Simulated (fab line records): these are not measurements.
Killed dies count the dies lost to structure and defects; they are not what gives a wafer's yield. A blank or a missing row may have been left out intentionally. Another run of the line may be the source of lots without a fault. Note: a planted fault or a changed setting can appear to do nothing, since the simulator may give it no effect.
A struck lot beside a sound one / flow gf180mcu / 44 out of 602 route steps
Sound: wafers L358.3, L358.5, L358.6. The struck wafers were L367.2, L367.4, L367.6. At the end, the cause is stated.
Order at every step that has rows: each side's tool, ch and its chambers, its first start. Under that, the readings that differ: sound wafers / struck wafers / difference of the means / sigmas: that difference in standard deviations of wafers without a fault.
alike: readings whose means differ by less than 2 such deviations, and words and numbers that are the same on both sides. not compared: withheld readings, readings that some wafer has no value for, bounds like >300 that may hide the same value, and numbers for which the record gives no deviation and whose values overlap.
Wherever a step has rows on one side only, a row that says differs or no value, or a row with sigmas, the two part there. Numbers that have no deviation but don't overlap get no sigmas and don't part them. Lack of a reading on every wafer of one side parts them only where that side has two or more wafers.

first, 2 steps without rows for these wafers: GF_DNWELL_DEVELOP_06 (develop time 60 s); GF_DNWELL_IMPLANT_07.
GF_DNWELL_STRIP_08: strips in O2/N2.
  sound on plasmaAsher-02 ch 0,1, day 3 05:05; struck on plasmaAsher-01 ch 0,1, day 5 00:46
reading=stripTimeToEndpointS (s); sound=36.85 36.86 36.82; struck=37.05 37.06 37.10; difference=+0.23; sigmas=+2
  alike: drypumpMotorCurrentA, heaterPowerW, oesProductAu
  not compared: rfHoursCounterH
GF_DNWELL_TW_MEAS_09:
  sound on filmMetro-03 at day 3 05:11; struck on filmMetro-02 at day 5 00:52
  alike: DNWELL_TW
then, 7 steps without rows for these wafers: GF_NWELL_DEHYDRATE_00 (time 60 s); GF_NWELL_HMDS_01 (prime time 60 s); GF_NWELL_COAT_02 (resist thk 3000 nm); GF_NWELL_SOFTBAKE_03; GF_NWELL_EXPOSE_04 (exposes mask Nwell, target cd 860 nm); GF_NWELL_PEB_05; GF_NWELL_DEVELOP_06 (develop time 60 s).
GF_NWELL_OVL_MEAS_07:
  sound on overlay-01 at day 3 17:18; struck on overlay-01 at day 5 14:40
  alike: NWELL_OVL
GF_NWELL_IMPLANT_08:
  sound on implanter-01 ch 0, day 3 17:23; struck on implanter-04 ch 0, day 5 15:02
  alike: tiltDeg
then, 1 step without rows for these wafers: GF_NWELL_IMPLANT_09.
GF_NWELL_STRIP_10: strips in O2/N2.
  sound on plasmaAsher-04 ch 0,1, day 3 17:40; struck on plasmaAsher-03 ch 0,1, day 5 15:19
  alike: drypumpMotorCurrentA, heaterPowerW, oesProductAu, stripTimeToEndpointS
  not compared: rfHoursCounterH
GF_NWELL_TW_MEAS_11:
  sound on filmMetro-04 at day 3 17:45; struck on filmMetro-04 at day 5 15:47
reading=NWELL_TW; sound=1557 1556 1555; struck=1892 1894 1893; difference=+337; sigmas=+34
then, 7 steps without rows for these wafers: GF_LVPWELL_DEHYDRATE_00 (time 60 s); GF_LVPWELL_HMDS_01 (prime time 60 s); GF_LVPWELL_COAT_02 (resist thk 3000 nm); GF_LVPWELL_SOFTBAKE_03; GF_LVPWELL_EXPOSE_04 (exposes mask LVPWELL, target cd 600 nm); GF_LVPWELL_PEB_05; GF_LVPWELL_DEVELOP_06 (develop time 60 s).
GF_LVPWELL_OVL_MEAS_07:
  sound on overlay-01 at day 4 06:32; struck on overlay-02 at day 6 05:25
  alike: LVPWELL_OVL
then, 2 steps without rows for these wafers: GF_LVPWELL_IMPLANT_08; GF_LVPWELL_IMPLANT_09.
GF_LVPWELL_STRIP_10: strips in O2/N2.
  sound on plasmaAsher-04 ch 0,1, day 4 06:53; struck on plasmaAsher-01 ch 0,1, day 6 05:45
  alike: drypumpMotorCurrentA, heaterPowerW, oesProductAu, stripTimeToEndpointS
  not compared: rfHoursCounterH
GF_LVPWELL_TW_MEAS_11:
  sound on filmMetro-01 at day 4 06:58; struck on filmMetro-02 at day 6 05:52
  alike: LVPWELL_TW
then, 7 steps without rows for these wafers: GF_MVSD_DEHYDRATE_00 (time 60 s); GF_MVSD_HMDS_01 (prime time 60 s); GF_MVSD_COAT_02 (resist thk 3000 nm); GF_MVSD_SOFTBAKE_03; GF_MVSD_EXPOSE_04 (exposes mask MVSD, target cd 1000 nm); GF_MVSD_PEB_05; GF_MVSD_DEVELOP_06 (develop time 60 s).
GF_MVSD_OVL_MEAS_07:
  sound on overlay-02 at day 4 20:12; struck on overlay-02 at day 6 20:42
  alike: MVSD_OVL
then, 2 steps without rows for these wafers: GF_MVSD_IMPLANT_08; GF_MVSD_IMPLANT_09.
GF_MVSD_STRIP_10: strips in O2/N2.
  sound on plasmaAsher-04 ch 0,1, day 4 20:34; struck on plasmaAsher-04 ch 0,1, day 6 21:02
  alike: drypumpMotorCurrentA, heaterPowerW, oesProductAu, stripTimeToEndpointS
  not compared: rfHoursCounterH
GF_MVSD_TW_MEAS_11:
  sound on filmMetro-01 at day 4 20:39; struck on filmMetro-01 at day 6 21:08
  alike: MVSD_TW
then, 2 steps without rows for these wafers: GF_MVPSD_DEHYDRATE_00 (time 60 s); GF_MVPSD_HMDS_01 (prime time 60 s).
-- the record jumps here: 4 days lie between the struck wafers' starts before and after --
GF_VT_IMPLANT_RS_MEAS_47: measurement is done with a four-point probe.
  sound on filmMetro-02 at day 8 01:13; struck on filmMetro-01 at day 10 09:14
reading=NWELL_RS (ohm/sq); sound=486.3 486.1 487.5; struck=348.7 349.0 349.6; difference=-137.5; sigmas=-99 or more
then, 1 step without rows for these wafers: GF_PASSIVATION_PROBE_99.

== WHERE THEY PART ==
First at GF_DNWELL_STRIP_08; last, within this record, at GF_VT_IMPLANT_RS_MEAS_47.

WHY: what the simulator had put in
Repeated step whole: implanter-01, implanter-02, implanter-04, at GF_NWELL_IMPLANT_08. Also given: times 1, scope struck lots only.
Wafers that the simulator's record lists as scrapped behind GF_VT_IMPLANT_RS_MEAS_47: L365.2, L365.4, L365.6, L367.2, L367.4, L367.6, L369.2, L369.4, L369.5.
